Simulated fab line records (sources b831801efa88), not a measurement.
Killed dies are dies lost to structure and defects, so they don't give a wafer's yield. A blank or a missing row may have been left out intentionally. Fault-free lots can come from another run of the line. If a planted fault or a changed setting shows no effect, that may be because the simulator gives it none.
A lot that was struck, set against a sound lot || flow sky130 || 14 steps out of a route of 708
Sound: these wafers, L489.1, L489.2, L489.3. Wafers L488.3, L488.4, L488.5 were the ones struck. At the end, the cause is stated.
Order at every step that has rows: each side's tool, ch and its chambers, its first start. Under that, the readings that differ: sound wafers || struck wafers || difference of the means || sigmas: that difference in standard deviations of wafers without a fault.
alike: readings with means less than 2 such deviations apart, plus words and numbers identical on both sides. not compared: withheld readings, readings lacking a value on some wafer, bounds such as >300 that could conceal the same value, and numbers that have no deviation in the record and whose values overlap.
Wherever a step has rows on one side only, a row that says differs or no value, or a row with sigmas, the two part there. Numbers that don't overlap but have no deviation are shown without sigmas and don't part them. A reading missing from all wafers of one side parts the sides only when that side holds two or more wafers.

first, 4 steps without rows for these wafers: SKY_PWDE_SOFTBAKE_03; SKY_PWDE_EXPOSE_04 (exposes mask PWDEM, target cd 840 nm); SKY_PWDE_PEB_05; SKY_PWDE_DEVELOP_06 (develop time 58.67 s).
SKY_PWDE_OVL_MEAS_07:
  struck on overlay-02, day 7 19:46; sound on overlay-01, day 8 00:29
  alike: PWDE_OVL
then, 1 step without rows for these wafers: SKY_PWDE_IMPLANT_08.
SKY_PWDE_STRIP_09: strips in O2/N2.
  sound on plasma-asher-02 ch 0,1, day 8 00:40; struck on plasma-asher-04 ch 0,1, day 7 19:58
  alike: drypump-motor-current-A, oes-product-au, strip-time-to-endpoint-s
  not compared: rf-hours-counter-h
SKY_PWDE_TW_MEAS_10:
  struck on film-metro-01, day 7 20:04; sound on film-metro-01, day 8 00:46
  alike: PWDE_TW
then, 4 steps without rows for these wafers: SKY_NWELL_DEHYDRATE_03 (time 60 s); SKY_NWELL_HMDS_04 (prime time 60 s); SKY_NWELL_COAT_05 (resist thk 3000 nm); SKY_NWELL_SOFTBAKE_06.
SKY_NWELL_EXPOSE_07: exposes mask NWM, target cd 840 nm.
  struck on iline-stepper-02, day 8 07:03; sound on iline-stepper-01 ch 0, day 8 11:02
  no value came back on the struck wafers for exposure-dose-mJ-cm2, focus-offset-nm (nm), reticle-temp-C (C); on the sound wafers exposure-dose-mJ-cm2 reads 254.71 254.86 255.03
  alike: mask
then, 1 step without rows for these wafers: SKY_NWELL_PEB_08.

## WHERE THEY PART
At SKY_NWELL_EXPOSE_07 and nowhere else, as far as this record goes.

WHY: what the simulator had put in
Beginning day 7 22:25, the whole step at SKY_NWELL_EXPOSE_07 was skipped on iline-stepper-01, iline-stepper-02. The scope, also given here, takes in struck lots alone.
